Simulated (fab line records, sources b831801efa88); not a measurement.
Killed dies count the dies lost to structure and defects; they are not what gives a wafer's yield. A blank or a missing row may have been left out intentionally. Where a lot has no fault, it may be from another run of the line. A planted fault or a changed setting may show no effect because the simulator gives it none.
Which tool is to blame?	flow sky130	36 wafers from 12 lots sampled at 5 of the route's 708 steps

WHAT THE GAUGES SHOWED, per wafer
SKY_SONOS_TUNNEL_OVL_MEAS_08. Usual: SONOS_TUNNEL_OVL typically reads 1.0 nm, with standard deviation 1.5.
lot	measured	on	SONOS_TUNNEL_OVL (nm)	flag
L762	day 11 02:20	overlay-02	2.3 1.6 0.7	
L763	day 11 12:26	overlay-01	-0.5 -0.3 0.0	
L766	day 12 22:42	overlay-02	3.1 2.8 1.1	
L768	day 13 13:35	overlay-02	1.7 2.3 0.6	
L769	day 13 19:47	overlay-01	0.4 0.8 1.3	
L773	day 14 19:22	overlay-02	-0.5 0.0 2.4	
L774	day 14 22:01	overlay-01	0.1 0.6 1.1	
L775	day 15 06:26	overlay-01	0.4 2.3 1.4	
L776	day 15 11:13	overlay-01	0.7 0.4 -0.4	
L777	day 15 21:17	overlay-02	-3.5 -2.6 -3.1	
L778	day 16 08:48	overlay-02	1.4 2.0 2.7	
L784	day 18 06:42	overlay-01	1.9 1.2 2.1	

SKY_SONOS_ONO_CD_MEAS_13: the cd target is 410 nm. Usual: cd nm 410.1 nm, standard deviation 2.5.
lot	measured	on	cd nm (nm)	flag
L762	day 12 07:26	cd sem-02	409.5 406.0 406.2	
L763	day 13 02:57	cd sem-01	413.7 409.9 412.7	
L766	day 14 19:47	cd sem-02	407.8 410.4 408.4	
L768	day 14 22:21	cd sem-02	410.2 409.9 410.3	
L769	day 15 07:47	cd sem-02	410.5 412.8 412.4	
L773	day 16 09:20	cd sem-02	411.8 411.7 411.4	
L774	day 16 09:58	cd sem-01	407.7 406.2 408.8	
L775	day 16 17:05	cd sem-01	411.2 412.6 413.3	
L776	day 17 03:35	cd sem-01	412.9 412.9 409.7	
L777	day 17 09:06	cd sem-02	412.0 416.0 412.5	
L778	day 17 17:57	cd sem-02	415.8 415.1 417.2	
L784	day 19 20:53	cd sem-02	409.2 407.5 409.1	

SKY_GATE_OXIDE_OVL_MEAS_10. Usual: GATE_OXIDE_OVL typically reads 0.8 nm, with standard deviation 1.1.
lot	measured	on	GATE_OXIDE_OVL (nm)	flag
L762	day 13 10:23	overlay-02	2.6 -0.2 2.1	
L763	day 14 06:07	overlay-02	-1.1 1.3 0.5	
L766	day 16 05:53	overlay-01	0.5 1.2 -1.4	
L768	day 16 06:10	overlay-01	0.0 0.0 -0.2	
L769	day 16 14:28	overlay-02	-0.4 -0.4 0.0	
L773	day 17 17:04	overlay-02	1.8 3.0 1.9	
L774	day 17 17:01	overlay-01	1.9 1.1 2.0	
L775	day 18 00:02	overlay-01	0.8 0.8 1.1	
L776	day 18 10:46	overlay-02	1.1 0.6 2.2	
L777	day 18 15:30	overlay-01	1.4 0.5 1.3	
L778	day 19 02:53	overlay-01	0.0 1.8 0.9	
L784	day 21 06:19	overlay-02	1.1 -1.2 2.0	

TOOL THAT RAN EACH LOT (tool first, then ch and the chambers of the sampled wafers, then the start)
lot	SKY_SONOS_ONO_ETCH_15	SKY_SONOS_ONO_STRIP_17
L762	rie diel-02 ch 2,3, day 12 07:35	plasma asher-01 ch 0, day 12 07:43
L763	rie diel-03 ch 0,2,3, day 13 03:07	plasma asher-03 ch 0,1, day 13 03:13
L766	rie diel-01 ch 2,3, day 14 19:55	plasma asher-04 ch 0,1, day 14 20:01
L768	rie diel-01 ch 0,1,3, day 14 22:31	plasma asher-01 ch 0,1, day 14 22:37
L769	rie diel-02 ch 0,1, day 15 07:56	plasma asher-01 ch 1, day 15 08:02
L773	rie diel-01 ch 0,2, day 16 09:29	plasma asher-03 ch 0,1, day 16 09:35
L774	rie diel-03 ch 0,1,3, day 16 10:07	plasma asher-01 ch 0,1, day 16 10:13
L775	rie diel-01 ch 0,2,3, day 16 17:13	plasma asher-01 ch 0,1, day 16 17:20
L776	rie diel-01 ch 2,3, day 17 03:41	plasma asher-01 ch 0,1, day 17 03:49
L777	rie diel-02 ch 0,1, day 17 09:16	plasma asher-04 ch 1, day 17 09:22
L778	rie diel-01 ch 1,3, day 17 18:04	plasma asher-01 ch 0,1, day 17 18:13
L784	rie diel-03 ch 0,1,3, day 19 21:00	plasma asher-01 ch 0,1, day 19 21:08
- SKY_SONOS_ONO_ETCH_15: etches the open film in CHF3/O2, target depth 19.52 nm, time 7.8 s.
- SKY_SONOS_ONO_STRIP_17: strips in O2/N2.

WHAT THE TOOLS THEMSELVES READ (means of the sampled wafers that have a number; where no wafer has one, the mark that the record gives instead)
SKY_SONOS_ONO_ETCH_15. Usual: O2_flow_sccm 5.002 sccm, standard deviation 0.016; drypump motor current A 5.8 A, standard deviation 0.47; oes product au 0.998 a.u., standard deviation 0.01; throttle valve pct 8.825 %, standard deviation 0.0089.
lot	tool	O2_flow_sccm (sccm)	drypump motor current A (A)	oes product au (a.u.)	throttle valve pct (%)	flag
L762	rie diel-02	4.993	5.6	1.002	8.829	
L763	rie diel-03	5.004	5.9	0.990	8.819	
L766	rie diel-01	5.015	5.4	0.994	8.820	
L768	rie diel-01	5.008	5.8	1.000	8.828	
L769	rie diel-02	5.005	5.2	0.997	8.824	
L773	rie diel-01	5.014	6.1	1.000	8.829	
L774	rie diel-03	5.016	6.0	1.004	8.823	
L775	rie diel-01	4.989	5.8	0.992	8.827	
L776	rie diel-01	5.008	5.6	1.000	8.823	
L777	rie diel-02	4.991	5.2	1.000	8.826	
L778	rie diel-01	5.000	5.4	0.998	8.830	
L784	rie diel-03	5.001	6.0	1.010	8.829	

SKY_SONOS_ONO_STRIP_17. Usual: drypump motor current A 5.8 A, standard deviation 0.45; oes product au 0.710 a.u., standard deviation 0.0047; strip time to endpoint s 14.11 s, standard deviation 0.049.
lot	tool	drypump motor current A (A)	oes product au (a.u.)	strip time to endpoint s (s)	flag
L762	plasma asher-01	6.0	0.713	14.08	
L763	plasma asher-03	6.1	0.708	14.15	
L766	plasma asher-04	5.6	0.712	14.06	
L768	plasma asher-01	5.8	0.710	14.07	
L769	plasma asher-01	5.3	0.714	14.16	
L773	plasma asher-03	5.9	0.708	14.12	
L774	plasma asher-01	5.6	0.709	14.05	
L775	plasma asher-01	5.5	0.714	14.20	
L776	plasma asher-01	5.5	0.712	14.21	
L777	plasma asher-04	5.0	0.712	14.12	
L778	plasma asher-01	5.8	0.712	14.25	
L784	plasma asher-01	5.5	0.705	14.08	

THE ANSWER, worked out from the rows above alone
Rule: a lot is off if the mean of its wafers that have a number lies more than 3 standard deviations from the usual mean. Also off: a lot with no number at a reading for which 4 or more lots have one. The other lots that the step has rows for count as sound. After the gauges, taken in route order, come the tools' own readings; for these a lot's mean is taken, as printed above. At the first step where some lot is off, the reading lying furthest off is the one used; lots without a number count as furthest.
Nothing can be told from this: no lot is off at any reading shown.

WHAT WAS PUT IN BY THE SIMULATOR
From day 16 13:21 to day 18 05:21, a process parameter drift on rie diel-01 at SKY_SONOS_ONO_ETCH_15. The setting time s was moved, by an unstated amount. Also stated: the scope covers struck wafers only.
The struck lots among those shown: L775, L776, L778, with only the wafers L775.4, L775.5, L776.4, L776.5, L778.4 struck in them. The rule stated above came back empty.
